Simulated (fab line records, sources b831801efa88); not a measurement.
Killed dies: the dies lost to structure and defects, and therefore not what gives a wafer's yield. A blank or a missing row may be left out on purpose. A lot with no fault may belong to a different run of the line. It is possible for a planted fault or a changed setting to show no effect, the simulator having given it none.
fab line records | flow sky130
record: lots: 11 | wafers: 33 | last-day: 51
route steps=708 shown LI_CONTACT@376 LOCAL_INTERCONNECT@400 CONTACT@425
lots untouched by any fault: they come from a run of this same line in which no faults occurred
start-h: hours from the record's first day to the start of the lot's first wafer shown | wait-h: hours from the lot's prior step to this one | " the same as in the row above | L1.1+2: a row that stands for several wafers | - no value present, or no start provided | * or withheld: withheld | < > ~ a bound
route shown NAME@n: NAME is a module with steps in the file, n the number in the route of the first one | usual: the fault-free wafers' mean and standard deviation | same: alike in all rows | chamber/n: place in a boat | sites: readings site by site | _std_site: standard deviation of those values | _edge_site: mean of outer sites minus mean of inner sites | radius-mm: for every site, how far away it sits from the centre of the wafer | mask NAME#n: copy n | behind: the tool/chamber that last shaped the wafer | hold: what put the lot on hold/how long, in hours/how the hold closed | device: names the non-switching transistor (n, p or np) | end of line: the route-end tests of the same wafers | step lacking rows: just its recipe | killed: count of dies lost to structure and defects at first sort (not the wafer's yield) | map: dies across one wafer; x = killed, . = not, _ = none there
set.NAME: the setting that was run; set.NAME@STEP: the one run at that earlier step | model.NAME: the simulator's own value behind a step, which no gauge read
steps of the route over a sample of lots; a table a step, a row a wafer
services: when a tool's chamber went out of use (start-h, in hours from the record's first day, below 0 if earlier), for how many hours, and the reason
== steps ==
step: SKY_LI_CONTACT_ETCH_14
recipe: chemistry: N2/H2 | target: BARC | ion-energy-ev: 200 | source-w: 500 | bias-w: 100 | pressure-mtorr: 30 | n2-flow-sccm: 100 | h2-flow-sccm: 200 | stop-on: SiO2 | time-s: 45.9 | target-depth-a: 600
usual: chamber-pressure-mTorr: 30.001/0.026 | drypump-motor-current-A: 5.7/0.46 | oes-product-au: 0.855/0.0048 | run-length-s: 74.1/0.43 | throttle-valve-pct: 13.225/0.0093
lot.wafer | tool        | chamber | start-h | wait-h | chamber-pressure-mTorr | drypump-motor-current-A | oes-product-au | rf-hours-counter-h | run-length-s | throttle-valve-pct
L138.2    | rie-diel-01 | 3       | 705.17  | 0.0    | 30.003                 | 5.9                     | 0.856          | 17                 | 74.2         | 13.229
L138.4    | "           | 1       | "       | "      | 30.003                 | 4.9                     | 0.855          | 8                  | 74.3         | 13.220
L138.5    | "           | 2       | "       | "      | 29.988                 | 5.5                     | 0.849          | -                  | 73.8         | 13.229
L139.3    | rie-diel-01 | 1       | 709.77  | 0.0    | 30.028                 | 4.9                     | 0.859          | 8                  | 74.0         | 13.230
L139.5    | "           | 1       | "       | "      | 30.016                 | 4.9                     | 0.852          | -                  | 73.9         | 13.240
L139.6    | "           | 2       | "       | "      | 30.007                 | 5.5                     | 0.851          | -                  | 73.6         | 13.212
L142.4    | rie-diel-04 | 1       | 737.05  | 0.0    | 30.000                 | 5.9                     | 0.852          | 21                 | 74.2         | 13.227
L142.5    | "           | 0       | "       | "      | 30.011                 | 5.3                     | 0.855          | -                  | 75.3         | 13.213
L142.6    | "           | 1       | "       | "      | 29.945                 | 5.9                     | 0.854          | -                  | 74.2         | 13.244
L146.2    | rie-diel-04 | 1       | 768.17  | 0.0    | 30.023                 | 5.8                     | 0.857          | 22                 | 74.6         | 13.248
L146.4    | "           | 2       | "       | "      | 29.973                 | 5.5                     | 0.848          | 18                 | 74.1         | 13.222
L146.6    | "           | 0       | "       | "      | 29.955                 | 5.3                     | 0.847          | -                  | 74.8         | 13.228
L148.1    | rie-diel-03 | 2       | 779.32  | 0.0    | 30.001                 | 5.5                     | 0.864          | 11                 | 74.6         | 13.226
L148.3    | "           | 3       | "       | "      | 29.981                 | 5.3                     | 0.852          | 4                  | 73.7         | 13.226
L148.4    | "           | 1       | "       | "      | 30.015                 | 5.8                     | 0.852          | 10                 | 74.6         | 13.235
L152.2    | rie-diel-03 | 0       | 805.97  | 0.0    | 29.987                 | 6.7                     | 0.856          | 6                  | 74.0         | 13.209
L152.4    | "           | 1       | "       | "      | 30.016                 | 5.8                     | 0.857          | 11                 | 74.0         | 13.219
L152.6    | "           | 0       | "       | "      | 29.980                 | 6.7                     | 0.864          | -                  | 73.6         | 13.226
L157.1    | rie-diel-03 | 0       | 849.67  | 0.0    | 29.972                 | 6.7                     | 0.851          | 7                  | 73.7         | 13.215
L157.3    | "           | 2       | "       | "      | 30.037                 | 5.4                     | 0.855          | 12                 | 74.8         | 13.231
L157.4    | "           | 1       | "       | "      | 29.994                 | 5.9                     | 0.866          | 12                 | 74.0         | 13.229
L158.3    | rie-diel-01 | 1       | 853.42  | 0.0    | 30.008                 | 4.9                     | 0.850          | 12                 | 74.6         | 13.220
L158.5    | "           | 2       | "       | "      | 29.989                 | 5.4                     | 0.857          | -                  | 73.7         | 13.229
L158.6    | "           | 3       | "       | "      | 29.987                 | 5.9                     | 0.858          | -                  | 74.6         | 13.219
L159.1    | rie-diel-01 | 0       | 867.32  | 0.0    | 30.066                 | 5.8                     | 0.858          | 13                 | 73.5         | 13.235
L159.4    | "           | 1       | "       | "      | 29.974                 | 4.9                     | 0.851          | 13                 | 73.9         | 13.214
L159.5    | "           | 0       | "       | "      | 30.006                 | 5.8                     | 0.848          | -                  | 73.5         | 13.208
L160.2    | rie-diel-03 | 1       | 868.10  | 0.0    | 30.027                 | 5.9                     | 0.862          | 12                 | 74.0         | 13.231
L160.4    | "           | 3       | "       | "      | 30.050                 | 5.3                     | 0.860          | -                  | 73.9         | 13.222
L160.5    | "           | 0       | "       | "      | 29.981                 | 6.7                     | 0.861          | -                  | 74.0         | 13.231
L161.2    | rie-diel-03 | 0       | 878.57  | 0.0    | 30.013                 | 6.7                     | 0.855          | 8                  | 73.8         | 13.228
L161.5    | "           | 1       | "       | "      | 29.995                 | 5.9                     | 0.850          | -                  | 74.3         | 13.218
L161.6    | "           | 0       | "       | "      | 29.979                 | 6.7                     | 0.850          | -                  | 73.7         | 13.215
step: SKY_LI_CONTACT_CMP_24
recipe: stop-on: PSG | t-overpolish-s: 20 | down-force-psi: 3.5 | platen-rpm: 60 | target-thk-nm: 0 | pad-velocity-m-s: 0.94248
usual: motor-current-A: 10.9/1.1 | overpolish-run-s: 20.001/0.0083 | time-to-endpoint-s: 96/3.6
lot.wafer | tool   | chamber | start-h | wait-h | motor-current-A | overpolish-run-s | time-to-endpoint-s
L138.4    | cmp-01 | 3       | 706.03  | 0.0    | 11.9            | 19.998           | 98
L138.2    | "      | 0       | "       | "      | 9.2             | 20.007           | 96
L138.5    | "      | 3       | "       | "      | 11.6            | 20.002           | 99
L139.3    | cmp-01 | 1       | 710.88  | 0.3    | 9.9             | 19.979           | 98
L139.5    | "      | 2       | "       | "      | 11.8            | 19.989           | 103
L139.6    | "      | 3       | "       | "      | 12.0            | 20.006           | 98
L142.4    | cmp-02 | 1       | 737.96  | 0.1    | 10.4            | 20.004           | 99
L142.6    | "      | 0       | "       | "      | 10.4            | 19.997           | 94
L142.5    | "      | 1       | "       | "      | 10.2            | 20.016           | 96
L146.2    | cmp-02 | 1       | 769.03  | 0.0    | 9.9             | 19.999           | 90
L146.4    | "      | 3       | "       | "      | 11.1            | 19.999           | 91
L146.6    | "      | 1       | "       | "      | 9.6             | 20.003           | 90
L148.1    | cmp-02 | 2       | 780.19  | 0.1    | 12.8            | 20.005           | 89
L148.4    | "      | 3       | "       | "      | 11.3            | 20.002           | 95
L148.3    | "      | 1       | "       | "      | 10.4            | 19.981           | 93
L152.2    | cmp-02 | 1       | 807.05  | 0.2    | 10.4            | 20.006           | 94
L152.4    | "      | 2       | "       | "      | 12.4            | 20.001           | 97
L152.6    | "      | 1       | "       | "      | 10.1            | 19.999           | 99
L157.3    | cmp-01 | 1       | 850.55  | 0.0    | 10.1            | 20.016           | 93
L157.1    | "      | 2       | "       | "      | 11.0            | 19.987           | 97
L157.4    | "      | 0       | "       | "      | 8.7             | 20.004           | 100
L158.3    | cmp-02 | 1       | 854.44  | 0.2    | 10.2            | 19.999           | 96
L158.5    | "      | 2       | "       | "      | 12.5            | 19.988           | 99
L158.6    | "      | 3       | "       | "      | 11.6            | 20.003           | 96
L159.1    | cmp-01 | 0       | 868.22  | 0.1    | 9.1             | 20.003           | 105
L159.4    | "      | 3       | "       | "      | 11.4            | 19.993           | 101
L159.5    | "      | 0       | "       | "      | 8.8             | 20.001           | 99
L160.4    | cmp-02 | 1       | 868.96  | 0.0    | 10.5            | 20.002           | 97
L160.2    | "      | 2       | "       | "      | 12.3            | 19.997           | 98
L160.5    | "      | 2       | "       | "      | 12.7            | 20.001           | 96
L161.2    | cmp-01 | 3       | 879.62  | 0.2    | 12.5            | 19.993           | 101
L161.5    | "      | 0       | "       | "      | 9.2             | 19.991           | 99
L161.6    | "      | 1       | "       | "      | 10.6            | 20.014           | 94
step: SKY_LOCAL_INTERCONNECT_ETCH_13
recipe: chemistry: N2/H2 | target: BARC | ion-energy-ev: 200 | bias-w: 100 | pressure-mtorr: 30 | n2-flow-sccm: 100 | h2-flow-sccm: 200 | icp-w: 500 | stop-on: SiO2 | time-s: 45.9 | target-depth-a: 600
usual: chamber-pressure-mTorr: 30.000/0.027 | drypump-motor-current-A: 5.6/0.41 | oes-product-au: 0.855/0.0044 | run-length-s: 74.3/0.34 | throttle-valve-pct: 13.225/0.0099
lot.wafer | tool         | chamber | start-h | wait-h | chamber-pressure-mTorr | drypump-motor-current-A | oes-product-au | rf-hours-counter-h | run-length-s | throttle-valve-pct
L138.2    | rie-metal-03 | 0       | 734.82  | 0.0    | 29.986                 | 5.9                     | 0.855          | 7                  | 73.9         | 13.208
L138.4    | "            | 1       | "       | "      | 30.020                 | 5.1                     | 0.859          | -                  | 74.4         | 13.229
L138.5    | "            | 0       | "       | "      | 30.050                 | 5.9                     | 0.851          | -                  | 74.1         | 13.225
L139.3    | rie-metal-02 | 0       | 739.98  | 0.0    | 29.993                 | 5.5                     | 0.851          | -                  | 74.1         | 13.237
L139.5    | "            | 0       | "       | "      | 30.044                 | 5.5                     | 0.864          | -                  | 73.7         | 13.199
L139.6    | "            | 1       | "       | "      | 29.991                 | 5.4                     | 0.854          | -                  | 74.8         | 13.212
L142.4    | rie-metal-02 | 1       | 767.34  | 0.0    | 29.997                 | 5.4                     | 0.854          | -                  | 74.4         | 13.225
L142.5    | "            | 0       | "       | "      | 30.039                 | 5.5                     | 0.860          | -                  | 73.9         | 13.219
L142.6    | "            | 1       | "       | "      | 29.973                 | 5.4                     | 0.855          | -                  | 74.2         | 13.242
L146.2    | rie-metal-03 | 0       | 797.24  | 0.0    | 30.001                 | 5.9                     | 0.896          | -                  | 71.9         | 13.216
L146.4    | "            | 0       | "       | "      | 29.979                 | 5.8                     | 0.888          | -                  | 72.7         | 13.243
L146.6    | "            | 0       | "       | "      | 30.039                 | 5.9                     | 0.888          | -                  | 72.2         | 13.232
L148.1    | rie-metal-03 | 0       | 808.05  | 0.0    | 29.982                 | 5.9                     | 0.883          | 11                 | 71.9         | 13.241
L148.3    | "            | 0       | "       | "      | 29.951                 | 5.8                     | 0.884          | -                  | 71.9         | 13.236
L148.4    | "            | 0       | "       | "      | 29.977                 | 5.9                     | 0.893          | -                  | 72.0         | 13.217
L152.2    | rie-metal-04 | 1       | 834.50  | 0.0    | 30.044                 | 5.5                     | 0.861          | 7                  | 75.2         | 13.231
L152.4    | "            | 0       | "       | "      | 29.977                 | 6.4                     | 0.848          | -                  | 74.5         | 13.233
L152.6    | "            | 1       | "       | "      | 30.022                 | 5.5                     | 0.852          | -                  | 74.5         | 13.219
L157.1    | rie-metal-04 | 0       | 876.37  | 0.0    | 30.028                 | 6.4                     | 0.851          | 13                 | 74.1         | 13.228
L157.3    | "            | 1       | "       | "      | 30.004                 | 5.4                     | 0.848          | -                  | 74.6         | 13.209
L157.4    | "            | 0       | "       | "      | 30.035                 | 6.4                     | 0.862          | -                  | 73.8         | 13.233
L158.3    | rie-metal-02 | 0       | 880.84  | 0.0    | 30.017                 | 5.5                     | 0.851          | -                  | 73.9         | 13.227
L158.5    | "            | 0       | "       | "      | 30.002                 | 5.5                     | 0.854          | -                  | 73.6         | 13.208
L158.6    | "            | 1       | "       | "      | 29.997                 | 5.4                     | 0.852          | -                  | 74.1         | 13.222
L159.1    | rie-metal-04 | 1       | 894.80  | 0.0    | 30.012                 | 5.5                     | 0.850          | 10                 | 74.3         | 13.223
L159.4    | "            | 1       | "       | "      | 30.014                 | 5.5                     | 0.857          | -                  | 74.5         | 13.220
L159.5    | "            | 0       | "       | "      | 29.975                 | 6.4                     | 0.852          | -                  | 74.0         | 13.203
L160.2    | rie-metal-02 | 1       | 896.66  | 0.0    | 30.000                 | 5.4                     | 0.854          | 8                  | 74.7         | 13.228
L160.4    | "            | 0       | "       | "      | 29.973                 | 5.5                     | 0.858          | -                  | 73.9         | 13.226
L160.5    | "            | 0       | "       | "      | 30.046                 | 5.5                     | 0.854          | -                  | 73.9         | 13.220
L161.2    | rie-metal-02 | 1       | 905.70  | 0.0    | 29.930                 | 5.4                     | 0.852          | 8                  | 74.2         | 13.227
L161.5    | "            | 1       | "       | "      | 30.008                 | 5.4                     | 0.859          | -                  | 74.6         | 13.239
L161.6    | "            | 0       | "       | "      | 29.986                 | 5.5                     | 0.858          | -                  | 74.3         | 13.225
step: SKY_CONTACT_STRIP_19
recipe: chemistry: O2/N2 | power-w: 1400 | pressure-mtorr: 1500 | platen-temp-c: withheld | o2-flow-sccm: 3000 | n2-flow-sccm: 300 | overash-fraction: 0.5
usual: chamber-pressure-mTorr: 1500.1/1.4 | drypump-motor-current-A: 5.67/0.23 | oes-product-au: 0.381/0.0051 | strip-time-to-endpoint-s: 3.613/0.029
lot.wafer | tool            | chamber | start-h | wait-h | chamber-pressure-mTorr | drypump-motor-current-A | oes-product-au | rf-hours-counter-h | strip-time-to-endpoint-s
L138.2    | plasma-asher-03 | 0       | 765.74  | -      | 1499.7                 | 5.89                    | 0.383          | 35                 | 3.605
L138.4    | "               | 1       | "       | "      | 1500.6                 | 5.19                    | 0.382          | -                  | 3.590
L138.5    | "               | 0       | "       | "      | 1499.0                 | 5.86                    | 0.388          | -                  | 3.599
L139.3    | plasma-asher-01 | 1       | 769.64  | -      | 1499.0                 | 5.75                    | 0.378          | -                  | 3.626
L139.5    | "               | 1       | "       | "      | 1499.8                 | 5.73                    | 0.376          | -                  | 3.602
L139.6    | "               | 0       | "       | "      | 1498.8                 | 5.57                    | 0.381          | -                  | 3.593
L142.4    | plasma-asher-01 | 0       | 797.04  | -      | 1500.1                 | 5.56                    | 0.377          | -                  | 3.602
L142.5    | "               | 0       | "       | "      | 1500.8                 | 5.57                    | 0.382          | -                  | 3.588
L142.6    | "               | 1       | "       | "      | 1500.5                 | 5.75                    | 0.379          | -                  | 3.606
L146.2    | plasma-asher-02 | 0       | 827.00  | -      | 1501.3                 | 5.97                    | 0.376          | 102                | 3.599
L146.4    | "               | 1       | "       | "      | 1500.0                 | 5.73                    | 0.382          | -                  | 3.596
L146.6    | "               | 0       | "       | "      | 1499.9                 | 5.97                    | 0.380          | -                  | 3.642
L148.1    | plasma-asher-01 | 0       | 837.49  | -      | 1501.0                 | 5.56                    | 0.386          | 7                  | 3.682
L148.3    | "               | 0       | "       | "      | 1500.2                 | 5.57                    | 0.382          | -                  | 3.671
L148.4    | "               | 1       | "       | "      | 1499.9                 | 5.74                    | 0.389          | -                  | 3.659
L152.2    | plasma-asher-02 | 0       | 863.10  | -      | 1500.5                 | 5.93                    | 0.388          | 106                | 3.581
L152.4    | "               | 1       | "       | "      | 1501.3                 | 5.72                    | 0.379          | -                  | 3.635
L152.6    | "               | 1       | "       | "      | 1501.0                 | 5.70                    | 0.374          | -                  | 3.609
L157.1    | plasma-asher-03 | 0       | 904.00  | -      | 1501.0                 | 5.81                    | 0.376          | 49                 | 3.577
L157.3    | "               | 0       | "       | "      | 1498.9                 | 5.78                    | 0.379          | -                  | 3.584
L157.4    | "               | 1       | "       | "      | 1499.0                 | 5.18                    | 0.376          | -                  | 3.590
L158.3    | plasma-asher-02 | 0       | 908.89  | -      | 1501.3                 | 5.98                    | 0.388          | -                  | 3.626
L158.5    | "               | 1       | "       | "      | 1499.8                 | 5.74                    | 0.387          | -                  | 3.604
L158.6    | "               | 0       | "       | "      | 1500.3                 | 5.99                    | 0.373          | -                  | 3.604
L159.1    | plasma-asher-03 | 1       | 923.35  | -      | 1502.9                 | 5.23                    | 0.386          | 51                 | 3.606
L159.4    | "               | 0       | "       | "      | 1501.8                 | 5.85                    | 0.374          | -                  | 3.614
L159.5    | "               | 1       | "       | "      | 1499.7                 | 5.18                    | 0.391          | -                  | 3.624
L160.2    | plasma-asher-01 | 1       | 924.21  | -      | 1498.8                 | 5.71                    | 0.377          | 17                 | 3.635
L160.4    | "               | 1       | "       | "      | 1500.0                 | 5.74                    | 0.374          | -                  | 3.626
L160.5    | "               | 1       | "       | "      | 1500.1                 | 5.71                    | 0.373          | -                  | 3.626
L161.2    | plasma-asher-01 | 0       | 932.60  | -      | 1501.2                 | 5.56                    | 0.380          | 18                 | 3.619
L161.5    | "               | 0       | "       | "      | 1501.3                 | 5.56                    | 0.379          | -                  | 3.581
L161.6    | "               | 1       | "       | "      | 1499.3                 | 5.74                    | 0.391          | -                  | 3.596
== services ==
tool            | chamber | start-h | hours | kind
rie-metal-04    | 0       | 692.15  | 1.8   | repair
rie-diel-01     | 1       | 694.34  | 3.4   | repair
rie-diel-03     | -       | 697.89  | 2.8   | pm
cmp-02          | -       | 703.06  | 0.7   | repair
plasma-asher-01 | -       | 729.63  | 2.9   | repair
rie-diel-03     | -       | 730.20  | 14.6  | pm
plasma-asher-01 | -       | 733.75  | 9.0   | pm
cmp-01          | -       | 734.26  | 6.8   | pm
cmp-02          | -       | 745.57  | 4.0   | pm
rie-metal-04    | 0       | 758.34  | 1.0   | repair
rie-metal-03    | 1       | 759.08  | 3.3   | repair
rie-metal-02    | 0       | 800.65  | 8.9   | repair
cmp-01          | -       | 803.26  | 7.1   | pm
rie-diel-01     | -       | 814.32  | 1.2   | repair
plasma-asher-01 | -       | 820.74  | 14.6  | pm
cmp-01          | -       | 827.94  | 0.5   | repair
cmp-02          | -       | 846.00  | 7.3   | repair
rie-diel-01     | -       | 850.39  | 0.8   | repair
cmp-02          | -       | 864.95  | 0.7   | repair
cmp-01          | -       | 881.07  | 3.2   | repair
cmp-01          | -       | 912.25  | 4.0   | pm
cmp-02          | -       | 916.84  | 1.1   | repair
rie-diel-01     | 3       | 924.23  | 2.2   | repair
rie-diel-03     | -       | 928.22  | 0.3   | repair
== key ==
first-sign: step: SKY_LOCAL_INTERCONNECT_ETCH_13 | reading: oes-product-au | direction: up | sigmas: 7.7 | usual: 0.855 | struck: 0.889
effect: step: SKY_LOCAL_INTERCONNECT_ETCH_13 | reading: run-length-s | direction: down | sigmas: 6.4 | usual: * | struck: *
met-at SKY_LOCAL_INTERCONNECT_ETCH_13
struck-lots L146,L148
struck-wafers L146.2,L146.4,L146.6,L148.1,L148.3,L148.4
tester-left-out L146,L148
not-acting-at SKY_LI_CONTACT_ETCH_14,SKY_LI_CONTACT_CMP_24,SKY_CONTACT_STRIP_19
onset-between 734.82 797.24
fault: kind: process-parameter-drift | tool: rie-metal-03 | chamber: 0 | onset-h: 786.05 | steps: SKY_LOCAL_INTERCONNECT_ETCH_13 | channel: time-s | offset: * | shape: step | end-h: 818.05 | acts-in: * | stated: *
tester-left-out: of these lots the tester's yield and bins aren't shown, on N5 and GAA mostly nor the transistor test; their killed dies are dies lost to structure and defects alone, not to doping, threshold or leakage, so they don't give the yield
